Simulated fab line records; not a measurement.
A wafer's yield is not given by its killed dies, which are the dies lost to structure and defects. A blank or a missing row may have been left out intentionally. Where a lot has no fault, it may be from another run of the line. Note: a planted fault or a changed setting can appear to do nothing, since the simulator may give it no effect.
What tool caused it? || flow gf180mcu || Sampling: 7 lots, 21 wafers, 3 of 602 route steps

== WHAT EACH GAUGE READ, for each wafer ==
GF_CONTACT_THK_MEAS_03.
{"lot": "L895", "measured": "day 16 10:33", "on": "film metro-04", "CONTACT_CVD_02_THK (nm)": "849 860 865"}
{"lot": "L898", "measured": "day 17 17:32", "on": "film metro-04", "CONTACT_CVD_02_THK (nm)": "848 839 872"}
{"lot": "L900", "measured": "day 18 11:11", "on": "film metro-04", "CONTACT_CVD_02_THK (nm)": "854 855 844"}
{"lot": "L902", "measured": "day 19 01:23", "on": "film metro-04", "CONTACT_CVD_02_THK (nm)": "856 854 854"}
{"lot": "L907", "measured": "day 21 09:21", "on": "film metro-02", "CONTACT_CVD_02_THK (nm)": "854 865 862"}
{"lot": "L909", "measured": "day 21 14:44", "on": "film metro-04", "CONTACT_CVD_02_THK (nm)": "838 864 859"}
{"lot": "L913", "measured": "day 23 10:55", "on": "film metro-01", "CONTACT_CVD_02_THK (nm)": "848 854 864"}

== WHAT TOOL EACH LOT RAN ON (gives the tool, then ch and the chambers of the sampled wafers, and finally the start) ==
{"lot": "L895", "GF_HV_LDD_IMPLANT_21": "implanter-01 ch 0, day 11 20:19", "GF_CONTACT_CVD_02": "pecvd-03 ch 0,1,2, day 16 10:29"}
{"lot": "L898", "GF_HV_LDD_IMPLANT_21": "implanter-01 ch 0, day 12 22:46", "GF_CONTACT_CVD_02": "pecvd-02 ch 0,1,2, day 17 17:28"}
{"lot": "L900", "GF_HV_LDD_IMPLANT_21": "implanter-01 ch 0, day 13 13:34", "GF_CONTACT_CVD_02": "pecvd-04 ch 0,1,2, day 18 11:07"}
{"lot": "L902", "GF_HV_LDD_IMPLANT_21": "implanter-03 ch 0, day 14 02:49", "GF_CONTACT_CVD_02": "pecvd-02 ch 0,2, day 19 01:17"}
{"lot": "L907", "GF_HV_LDD_IMPLANT_21": "implanter-02 ch 0, day 16 03:01", "GF_CONTACT_CVD_02": "pecvd-04 ch 0,1, day 21 09:17"}
{"lot": "L909", "GF_HV_LDD_IMPLANT_21": "implanter-01 ch 0, day 16 09:14", "GF_CONTACT_CVD_02": "pecvd-02 ch 0,1, day 21 14:37"}
{"lot": "L913", "GF_HV_LDD_IMPLANT_21": "implanter-02 ch 0, day 18 04:26", "GF_CONTACT_CVD_02": "pecvd-03 ch 0,1,2, day 23 10:50"}
- GF_HV_LDD_IMPLANT_21
- GF_CONTACT_CVD_02: deposits SiO2 from TEOS, target thk 860 nm, time 95.992 s.

== THE ANSWER, worked out from the rows above alone ==
Rule: usual is defined by the lots themselves. Put in order of their means at a reading, lots are off if they are a third of the lots or fewer, leave a main group of 4 or more, and stand apart from it by a gap of 3 or more times the standard deviation of the main group's means; of several such gaps the widest counts. Not used: any main group whose means are identical at the precision the tables above print for the reading. Also off: a lot with no number at a reading for which 4 or more lots have one. Where the step has rows for the other lots, those lots are counted as sound.
Across all readings shown, no lot is off: no conclusion can be drawn from this.

== WHAT WAS PUT IN BY THE SIMULATOR ==
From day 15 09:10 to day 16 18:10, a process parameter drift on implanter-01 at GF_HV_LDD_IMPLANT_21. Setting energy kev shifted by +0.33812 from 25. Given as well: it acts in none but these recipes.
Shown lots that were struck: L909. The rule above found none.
